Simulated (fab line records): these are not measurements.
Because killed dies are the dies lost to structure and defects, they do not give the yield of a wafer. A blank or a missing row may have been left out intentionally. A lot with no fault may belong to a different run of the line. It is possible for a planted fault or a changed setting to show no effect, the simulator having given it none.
8D (eight disciplines) problem report, filled in by code / flow sky130 / the parts of the form that need people (team, actions taken, sign-off) are left out

== 1. THE ISSUE ==
Mean VT_ADJUST_HVTR_OVL at SKY_VT_ADJUST_HVTR_OVL_MEAS_08: -192.6 nm over 9 wafers in 3 lots; fault-free wafers: -0.2 nm, standard deviation 1.3. That is -99 or more standard deviations from the usual mean.
First observed at day 15 14:46: wafer L147.1, on overlay-01. The record has a number at this step for 36 wafers belonging to 12 lots. Rule for "out" (also "out of limits"): further than 4 standard deviations from the usual mean. The rest of the wafers with a number are treated as sound.

== 2. WHAT IT IS, WHAT IT ISN'T ==
question=which readings at this step; is=VT_ADJUST_HVTR_OVL; is not=-
question=which lots; is=L147, L148, L149; is not=L127, L129, L131, L132, L133, L135, L137, L138, L140
question=which wafers of those lots; is=all that have a number; is not=-
question=read on which gauges; is=overlay-01, overlay-02; is not=-
question=when; is=from day 15 14:46; is not=up to then (27 sound wafers)

== 3. WHAT RULES OUT EACH SUSPECT ==
Counting: a tool stays on the suspect list if, at a process step up to the reading, it processed all lots that are out and no sound lot following the first of them.
- the gauge at SKY_VT_ADJUST_HVTR_OVL_MEAS_08: ruled out. The wafers that are out were read on 2 gauges (overlay-01, overlay-02).
- cmp-01 at SKY_FIELD_ISO_CMP_27 (polishes, stops on Si3N4, t overpolish 16 s, target thk 457.8 nm): kept. All lots that are out passed through it, beginning with L147 at day 6 17:48, and no sound lot followed; its final sound lot before that point was L140 at day 5 05:02.
- iline-stepper-01 at SKY_VT_ADJUST_HVTR_EXPOSE_04 (exposes mask HVTRM, target cd 380 nm): kept. All lots that are out passed through it, beginning with L147 at day 15 01:43, and no sound lot followed; its final sound lot before that point was L140 at day 12 22:40.
The count leaves iline-stepper-01 at SKY_VT_ADJUST_HVTR_EXPOSE_04 and cmp-01 at SKY_FIELD_ISO_CMP_27.

== 4. THE CAUSE (what the simulator had put in) ==
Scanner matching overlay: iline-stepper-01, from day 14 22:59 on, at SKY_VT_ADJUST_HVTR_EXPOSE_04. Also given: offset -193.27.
Of the 2 suspects that counting leaves, this tool is one.

== 5. THE CHAIN OF EFFECTS, in route order ==
Each row: a reading where the mean over the struck wafers with a number is more than 3 standard deviations away from the usual. Only readings whose record carries a usual standard deviation are examined. hours: median over the lots of the time between each lot's start at the first step of this table that gives one and its start at this step. sigmas: the change, counted in usual standard deviations.
hours=0; step=SKY_VT_ADJUST_HVTR_OVL_MEAS_08; reading=VT_ADJUST_HVTR_OVL; usual=-0.2 nm; on struck wafers=-192.6; change=-192.4; sigmas=-99 or more

== 6. WHAT WOULD HAVE CAUGHT IT SOONER ==
In this record the first reading out of limits at a measuring or inspecting step was taken at day 15 14:46, 16 hours after the fault began at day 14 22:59.
Of the tool readings at SKY_VT_ADJUST_HVTR_EXPOSE_04 for which the record gives a usual standard deviation, none was out on any struck wafer, so an alarm limit of 4 standard deviations on them would not have fired.
Lots out: 3; of these, L149 started SKY_VT_ADJUST_HVTR_EXPOSE_04 on iline-stepper-01 after day 15 14:46. Had the tool been put on hold then, it would have been spared.
